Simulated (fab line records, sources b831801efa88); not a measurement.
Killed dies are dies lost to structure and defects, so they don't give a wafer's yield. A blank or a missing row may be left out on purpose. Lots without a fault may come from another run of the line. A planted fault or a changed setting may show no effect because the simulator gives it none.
Chamber matching | flow gf180mcu | GF_STI_ETCH_13 on rie_diel-03: 4 sister chambers
The step etches the open film in CHF3/O2, stops on Si, target depth 282.31 nm, time 112.9 s. 14 wafers are shown with their chamber, then 7 later ones without.

WAFERS WITH THEIR CHAMBER
wafer  | chamber | drypump_motor_current_A (A) | throttle_valve_pct (%) | oes_product_au (a.u.)
L076.2 | 3       | 6.6                         | 8.815                  | 0.830
L076.4 | 2       | 6.5                         | 8.818                  | 0.839
L076.5 | 2       | 6.5                         | 8.804                  | 0.831
L078.1 | 3       | 6.6                         | 8.817                  | 0.835
L078.5 | 0       | 6.6                         | 8.823                  | 0.834
L078.6 | 1       | 5.7                         | 8.814                  | 0.842
L081.1 | 2       | 6.5                         | 8.820                  | 0.841
L081.2 | 1       | 5.6                         | 8.805                  | 0.831
L081.6 | 2       | 6.5                         | 8.822                  | 0.830
L083.1 | 2       | 6.5                         | 8.803                  | 0.834
L083.4 | 3       | 6.6                         | 8.792                  | 0.836
L083.6 | 1       | 5.7                         | 8.807                  | 0.827
L086.2 | 2       | 6.5                         | 8.805                  | 0.824
L086.4 | 3       | 6.6                         | 8.815                  | 0.832

SIGNATURES (means of the wafers above)
reading                 | chamber 0 | chamber 1 | chamber 2 | chamber 3 | scatter within a chamber
drypump_motor_current_A | 6.600     | 5.667     | 6.500     | 6.600     | 0.0258
throttle_valve_pct      | 8.82300   | 8.80867   | 8.81200   | 8.80975   | 0.00928
oes_product_au          | 0.83400   | 0.83333   | 0.83317   | 0.83325   | 0.00582
Rule: a wafer's distance from a chamber is the root of the sum, over the readings, of the square of ((its reading less the chamber's mean) divided by the reading's scatter). The wafer belongs to the nearest chamber; if the next one is less than 2 further off, it can't be placed. The scatter: the root of (the sum of the squares of (reading less its chamber's mean) over the shown wafers, divided by (wafers less chambers)).

WAFERS WITHOUT THEIR CHAMBER
wafer  | drypump_motor_current_A (A) | throttle_valve_pct (%) | oes_product_au (a.u.)
L086.5 | 6.6                         | 8.821                  | 0.828
L088.2 | 6.5                         | 8.824                  | 0.828
L088.4 | 6.6                         | 8.802                  | 0.833
L088.6 | 6.6                         | 8.828                  | 0.822
L093.2 | 5.7                         | 8.810                  | 0.836
L093.4 | 6.5                         | 8.827                  | 0.837
L093.5 | 5.7                         | 8.807                  | 0.844

WHICH CHAMBER EACH WENT THROUGH
wafer  | from the rows above     | in truth
L086.5 | can't be placed: 0 or 3 | 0
L088.2 | 2                       | 2
L088.4 | can't be placed: 3 or 0 | 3
L088.6 | can't be placed: 0 or 3 | 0
L093.2 | 1                       | 1
L093.4 | 2                       | 2
L093.5 | 1                       | 1
Placed correctly: 4 of 7. Can't be placed from these rows: 3 (the true chamber is among the candidates in 3). Placed wrongly: 0.
